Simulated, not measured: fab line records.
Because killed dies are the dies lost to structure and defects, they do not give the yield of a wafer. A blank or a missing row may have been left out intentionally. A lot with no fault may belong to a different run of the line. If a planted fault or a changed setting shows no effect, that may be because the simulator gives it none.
Which tool is to blame? ; flow gf180mcu ; 11 lots with 33 wafers sampled at 5 steps, on a route of 602 steps

## WHAT THE GAUGES SHOWED, per wafer
GF_M2_THK_MEAS_06: measures by xrf.
lot;measured;on;M2_ALCU_THK (nm)
L527;day 18 20:17;filmMetro-01;440 441 442
L529;day 19 12:52;filmMetro-03;451 450 450
L530;day 19 19:11;filmMetro-04;445 439 440
L533;day 21 05:12;filmMetro-03;434 434 439
L536;day 22 08:30;filmMetro-01;444 444 443
L538;day 22 18:52;filmMetro-03;449 452 452
L540;day 23 12:02;filmMetro-01;449 445 446
L541;day 23 22:25;filmMetro-04;449 444 448
L545;day 25 00:41;filmMetro-04;448 452 454
L548;day 26 02:07;filmMetro-04;445 443 447
L549;day 26 02:46;filmMetro-03;446 441 443

GF_M3_RS_MEAS_05: measurement is done with a four-point probe.
lot;measured;on;M3_ALCU_RS (ohm/sq)
L527;day 21 00:21;filmMetro-03;0.0694 0.0698 0.0695
L529;day 21 16:52;filmMetro-03;0.0691 0.0695 0.0692
L530;day 21 21:55;filmMetro-04;0.0694 0.0697 0.0691
L533;day 23 07:21;filmMetro-03;0.0686 0.0688 0.0693
L536;day 24 09:16;filmMetro-02;0.0695 0.0688 0.0692
L538;day 24 19:04;filmMetro-04;0.0695 0.0692 0.0690 0.0695 0.0693 0.0689
L540;day 25 11:45;filmMetro-03;0.0697 0.0699 0.0702 0.0699 0.0697 0.0702
L541;day 25 20:04;filmMetro-02;0.0693 0.0691 0.0691 0.0692 0.0690 0.0691
L545;day 26 21:16;filmMetro-03;0.0688 0.0679 0.0687
L548;day 27 21:38;filmMetro-03;0.0695 0.0697 0.0696
L549;day 27 22:36;filmMetro-04;0.0697 0.0697 0.0698

GF_M3_THK_MEAS_06: measures by xrf.
lot;measured;on;M3_ALCU_THK (nm)
L527;day 21 00:28;filmMetro-03;445 442 445
L529;day 21 16:58;filmMetro-03;448 445 447
L530;day 21 22:02;filmMetro-04;445 447 451
L533;day 23 07:28;filmMetro-03;452 450 449
L536;day 24 09:23;filmMetro-02;448 452 452
L538;day 25 00:14;filmMetro-04;422 452 452 422 451 450
L540;day 25 13:53;filmMetro-03;415 442 440 416 441 439
L541;day 26 05:44;filmMetro-02;429 455 429
L545;day 26 21:23;filmMetro-03;450 458 451
L548;day 27 21:45;filmMetro-03;444 444 446
L549;day 27 22:43;filmMetro-04;446 449 447

## WHAT TOOL EACH LOT RAN ON (gives the tool, then ch and the chambers of the sampled wafers, and finally the start)
lot;GF_M1_SPUTTER_03;GF_M3_SPUTTER_04
L527;pvdSputter-01, day 16 18:13;pvdSputter-04, day 21 00:19
L529;pvdSputter-01, day 17 09:45;pvdSputter-03, day 21 16:47
L530;pvdSputter-01, day 17 16:25;pvdSputter-04, day 21 21:52
L533;pvdSputter-04, day 19 01:38;pvdSputter-01, day 23 07:19
L536;pvdSputter-04, day 20 05:26;pvdSputter-04, day 24 09:13
L538;pvdSputter-03, day 20 17:01;pvdSputter-04, day 24 19:01
L540;pvdSputter-04, day 21 10:38;pvdSputter-04, day 25 11:41
L541;pvdSputter-03, day 21 21:16;pvdSputter-04, day 25 20:02
L545;pvdSputter-01, day 23 00:45;pvdSputter-03, day 26 21:13
L548;pvdSputter-03, day 24 03:17;pvdSputter-03, day 27 21:35
L549;pvdSputter-01, day 24 05:11;pvdSputter-01, day 27 22:32
- GF_M1_SPUTTER_03: material Ti, target thk 10 nm, time 6.7 s.
- GF_M3_SPUTTER_04: material TiN, target thk 50 nm, time 41.7 s.

## AS READ BY THE TOOLS THEMSELVES (means over the sampled wafers that have a number; for cases with no such wafer, the mark the record gives instead)
GF_M1_SPUTTER_03.
lot;tool;cathodeDcPowerW (W);throttleValvePct (%)
L527;pvdSputter-01;2999.8;30.2
L529;pvdSputter-01;3000.1;30.2
L530;pvdSputter-01;3000.3;31.1
L533;pvdSputter-04;2999.7;30.6
L536;pvdSputter-04;2999.7;30.6
L538;pvdSputter-03;3000.1;29.8
L540;pvdSputter-04;3000.1;30.9
L541;pvdSputter-03;3000.0;28.5
L545;pvdSputter-01;2999.6;30.1
L548;pvdSputter-03;2999.8;29.1
L549;pvdSputter-01;2999.5;29.7

GF_M3_SPUTTER_04.
lot;tool;cathodeDcPowerW (W);throttleValvePct (%)
L527;pvdSputter-04;6499.3;30.8
L529;pvdSputter-03;6498.9;29.4
L530;pvdSputter-04;6499.6;30.4
L533;pvdSputter-01;6500.9;30.5
L536;pvdSputter-04;6500.1;30.9
L538;pvdSputter-04;7687.6;30.5
L540;pvdSputter-04;7688.3;30.4
L541;pvdSputter-04;8875.5;30.0
L545;pvdSputter-03;6500.0;30.5
L548;pvdSputter-03;6500.2;30.4
L549;pvdSputter-01;6501.3;30.4

## THE ANSWER, worked out from the rows above alone
Rule: the usual values come from the lots themselves. The widest of any qualifying gaps counts: lots, ordered by their means at a reading, are off when they make up no more than a third of the lots, leave a main group of 4 or more, and stand apart from it by 3 or more times the standard deviation of that group's means. A main group whose means are all the same, to the digits that the tables above print for the reading, isn't used. A lot without any number at a reading at which 4 lots or more have one is off too. Where the step has rows for the other lots, those lots are counted as sound. The gauges are gone through in route order, then the tools' own readings, and for those a lot's mean is taken as printed above. The first step at which some lot is off is used, and at that step the reading that is off furthest; a lot without a number counts as furthest.
Off, at GF_M3_SPUTTER_04 on cathodeDcPowerW: L538, L540, L541. For the main group the mean is 6500.0 W and the standard deviation 0.74.
A tool fits if, at that step or a process step before it, it ran every lot that is off, and no sound lot after the first of them. One candidate fits, namely pvdSputter-04 at GF_M3_SPUTTER_04. A fault onset in the window from L536 (day 24 09:13, its last sound lot) to L538 (day 24 19:01, its first lot off) fits.
The tool's own readings at GF_M3_SPUTTER_04 bear it out: on the lots that are off they differ by more than 5 times the standard deviation of the sound lots' means. cathodeDcPowerW reads 8083.8 W there against 6500.0 W on the sound lots.

## WHAT THE SIMULATOR HAD INSERTED
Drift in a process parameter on pvdSputter-04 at GF_M3_SPUTTER_04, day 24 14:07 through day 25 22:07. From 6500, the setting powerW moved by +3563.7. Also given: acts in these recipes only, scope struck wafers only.
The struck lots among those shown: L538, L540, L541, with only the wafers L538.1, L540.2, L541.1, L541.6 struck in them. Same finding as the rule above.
